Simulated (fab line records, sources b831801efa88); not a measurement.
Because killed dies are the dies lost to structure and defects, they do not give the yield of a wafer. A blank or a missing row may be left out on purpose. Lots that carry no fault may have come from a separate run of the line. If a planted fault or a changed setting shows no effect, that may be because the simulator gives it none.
Which tool is to blame? | flow gf180mcu | 18 wafers from 6 lots sampled at 4 of the route's 602 steps

## WHAT THE GAUGES READ, wafer by wafer
GF_V2_BOW_MEAS_05.
lot  | measured     | on            | V2_BOW (um)
L483 | day 19 17:18 | film-metro-02 | 91 101 88
L485 | day 20 07:07 | film-metro-03 | 102 93 96
L487 | day 21 06:53 | film-metro-03 | 93 89 97
L496 | day 24 05:28 | film-metro-04 | 98 99 103
L500 | day 25 17:25 | film-metro-04 | 94 88 94
L504 | day 26 23:10 | film-metro-04 | 91 102 103

## WHICH TOOL RAN EACH LOT (tool, then ch and the chambers of the sampled wafers, then the start)
lot  | GF_V1_CMP_26                  | GF_M2_METAL_ETCH_16               | GF_V2_CVD_02
L483 | cmp-02 ch 0,2, day 18 14:41   | rie-metal-01 ch 0,1, day 19 16:04 | pecvd-02 ch 0,1,2, day 19 16:52
L485 | cmp-01 ch 0,2, day 19 05:01   | rie-metal-03 ch 0,1, day 20 05:55 | pecvd-04 ch 0,1,2, day 20 06:41
L487 | cmp-01 ch 0,1, day 20 04:36   | rie-metal-03 ch 0,1, day 21 05:34 | pecvd-04 ch 0,1,2, day 21 06:20
L496 | cmp-01 ch 0,2,3, day 23 05:29 | rie-metal-03 ch 0,1, day 24 04:16 | pecvd-04 ch 0,1,2, day 24 05:02
L500 | cmp-02 ch 0,2,3, day 24 18:04 | rie-metal-03 ch 0,1, day 25 16:13 | pecvd-03 ch 0,1,2, day 25 16:59
L504 | cmp-01 ch 0,1,3, day 26 00:58 | rie-metal-04 ch 0,1, day 26 21:54 | pecvd-02 ch 0,1,2, day 26 22:43
- GF_V1_CMP_26: polishes, stops on SiO2, t overpolish 15 s, target thk 0 nm.
- GF_M2_METAL_ETCH_16: etches the open film in Cl2/BCl3, stops on SiO2, target depth 627.5 nm, time 104.6 s.
- GF_V2_CVD_02: deposits SiO2 from TEOS, target thk 850 nm, time 94.851 s.

## THE ANSWER, worked out from the rows above alone
Rule: what is usual is taken from the lots themselves. Put in order of their means at a reading, lots are off if they are a third of the lots or fewer, leave a main group of 4 or more, and stand apart from it by a gap of 3 or more times the standard deviation of the main group's means; of several such gaps the widest counts. If all means in a main group match to the digits the tables above print for the reading, that group is not used. A lot without any number at a reading at which 4 lots or more have one is off too. Where the step has rows for the other lots, those lots are counted as sound.
None of the lots is off at any reading shown; this tells nothing.

## WHAT THE SIMULATOR HAD PUT IN
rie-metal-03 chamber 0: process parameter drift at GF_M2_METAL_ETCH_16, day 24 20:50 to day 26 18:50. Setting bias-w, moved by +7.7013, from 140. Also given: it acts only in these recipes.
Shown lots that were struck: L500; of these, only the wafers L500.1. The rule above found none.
